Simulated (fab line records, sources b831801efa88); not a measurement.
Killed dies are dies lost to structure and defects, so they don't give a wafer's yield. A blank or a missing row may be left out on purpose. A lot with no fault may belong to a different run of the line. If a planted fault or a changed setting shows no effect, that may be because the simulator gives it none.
2 desks, one fault | flow gf180mcu | numbers are kept per desk, each desk with only its own; the story behind them comes last

== FROM THE METROLOGY DESK ==
What the gauges read for every lot (on any tool): the sampled wafers with a number, averaged. If a lot's mean is further than 4 standard deviations from the usual mean, the lot is out of limits and carries the mark OUT (the distance appears in the brackets).
Columns: A = INCOMING_BOW at GF_STI_BOW_MEAS_00, usual 0 um; B = POLY_GATE_OVL at GF_POLY_GATE_OVL_MEAS_11, usual -3 nm
lot  | first seen here | A  | B
L426 | day 1 10:00     | 0  | -6
L428 | day 1 20:00     | -2 | 5
L429 | day 2 01:00     | 2  | -1
L431 | day 2 11:00     | -0 | -5
L433 | day 2 21:01     | -2 | 7
L434 | day 3 02:00     | -4 | -7
L435 | day 3 07:02     | 1  | -13
L437 | day 3 17:00     | 5  | -5
L439 | day 4 03:01     | -7 | -4
L440 | day 4 08:01     | -1 | -3
L442 | day 4 18:02     | 3  | -10
L444 | day 5 04:01     | 1  | -9
L447 | day 5 19:01     | 4  | -7
L448 | day 6 00:01     | 3  | -6
This desk found nothing out of limits on any of the 14 lots.

== FOR THE TOOL OWNER'S DESK: litho_track-04 ==
The tool's own readings at GF_MVSD_DEVELOP_06 (develop time 60 s): means of the sampled wafers that have a number, for each lot that ran on this tool. If a lot's mean is further than 4 standard deviations from the usual mean, the lot is out of limits and carries the mark OUT (the distance appears in the brackets).
Columns: A = chill_plate_temp_C at GF_MVSD_DEVELOP_06, usual 22.99 C; B = developer_temp_C at GF_MVSD_DEVELOP_06, usual 23.00 C
lot  | first seen here | A     | B
L426 | day 4 09:00     | 22.88 | 22.93
L429 | day 5 03:00     | 22.95 | 22.81
L437 | day 7 01:00     | 22.97 | 22.97
L440 | day 7 20:00     | 22.98 | 23.02
L442 | day 8 07:00     | 22.99 | 22.14 (-9.4) OUT
L447 | day 9 16:00     | 23.07 | 22.16 (-9.1) OUT
This desk's finding: out of limits on L442, L447; first on L442, day 8 07:00 (developer_temp_C at GF_MVSD_DEVELOP_06). Within limits: L426, L429, L437, L440.

== PUT TOGETHER ==
An alarm could have come from the tool owner's desk at day 8 07:00, on L442, L447.
The metrology desk saw nothing out of limits.
The metrology desk holds a record of L442, L447, inside its limits.
On litho_track-04, each named lot ran GF_MVSD_DEVELOP_06.

== WHAT THE SIMULATOR PUT IN ==
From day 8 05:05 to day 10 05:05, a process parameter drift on litho_track-04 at GF_MVSD_DEVELOP_06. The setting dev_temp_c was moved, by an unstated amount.
Struck lots among those shown: L442, L447.
Each desk's first reading out of limits, in hours after the fault started: the tool owner's desk, 2.
